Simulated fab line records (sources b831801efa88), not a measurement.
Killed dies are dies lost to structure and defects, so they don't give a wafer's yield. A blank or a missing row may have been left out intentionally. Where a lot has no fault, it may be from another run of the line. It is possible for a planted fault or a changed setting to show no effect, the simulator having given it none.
2 desks, one fault :: flow sky130 :: only its own numbers are on each desk; what lay behind them is given at the end

DESK OF THE TOOL OWNER: hdpcvd-02
The tool's own readings at SKY_VIA2_HDPCVD_00 (deposits SiO2, target thk 1180 nm, time 196.7 s): means of the sampled wafers that have a number, for each lot that ran on this tool. A lot is out of limits, marked OUT, if its mean lies more than 4 standard deviations from the usual mean; the brackets give that distance.
Columns: A = run-length-s at SKY_VIA2_HDPCVD_00, usual 224.6 s
lot: L718
first seen here: day 37 07:22
A: 224.1

lot: L722
first seen here: day 38 05:06
A: 224.6

lot: L729
first seen here: day 40 04:40
A: 209.7 (-24) OUT
This desk's verdict: out of limits on L729, starting with L729 at day 40 04:40 (run-length-s at SKY_VIA2_HDPCVD_00). Within limits: L718, L722.

METROLOGY DESK
What the gauges read for every lot (on any tool): the sampled wafers with a number, averaged. A lot is out of limits, marked OUT, if its mean lies more than 4 standard deviations from the usual mean; the brackets give that distance.
Columns: A = cd-nm at SKY_METAL1_CD_MEAS_15, usual 139.9 nm; B = VIA2_HDPCVD_THK at SKY_VIA2_THK_MEAS_01, usual 1186 nm; C = PASSIVATION_CVD_02_THK at SKY_PASSIVATION_THK_MEAS_03, usual 542 nm
lot: L716
first seen here: day 33 18:53
A: 138.2
B: 1199
C: 538

lot: L717
first seen here: day 34 07:46
A: 138.4
B: 1189
C: 545

lot: L718
first seen here: day 34 20:53
A: 142.2
B: 1177
C: 543

lot: L719
first seen here: day 34 23:53
A: 141.5
B: 1193
C: 543

lot: L722
first seen here: day 35 19:44
A: 139.3
B: 1175
C: 534

lot: L729
first seen here: day 37 21:29
A: 141.2
B: 1099 (-6.7) OUT
C: 540

lot: L730
first seen here: day 38 05:50
A: 142.2
B: 1177
C: 543

lot: L731
first seen here: day 38 10:25
A: 141.2
B: 1178
C: 542

lot: L732
first seen here: day 38 14:29
A: 139.1
B: 1191
C: 550

lot: L733
first seen here: day 39 04:29
A: 139.6
B: 1196
C: 541

lot: L734
first seen here: day 39 08:04
A: 142.4
B: 1187
C: 552

lot: L738
first seen here: day 40 08:08
A: 140.1
B: 1204
C: 535
Finding of this desk: L729 out of limits, first seen on L729 at day 40 04:47 (VIA2_HDPCVD_THK at SKY_VIA2_THK_MEAS_01). Within limits: L716, L717, L718, L719, L722, L730, L731, L732, L733, L734, L738.

ALL TOGETHER
On L729, at day 40 04:40, an alarm was possible from the tool owner's desk.
On L729, the metrology desk was in a position to raise an alarm at day 40 04:47.
All the named lots went through SKY_VIA2_HDPCVD_00 on hdpcvd-02.

WHAT WAS PUT IN BY THE SIMULATOR
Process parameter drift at SKY_VIA2_HDPCVD_00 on hdpcvd-02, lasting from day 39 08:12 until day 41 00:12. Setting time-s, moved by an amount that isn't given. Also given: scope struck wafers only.
Lots struck among those shown: L729.
Delay (hours) between the fault's onset and each desk's first out-of-limits reading: 20 at the tool owner's desk, 21 at the metrology desk.
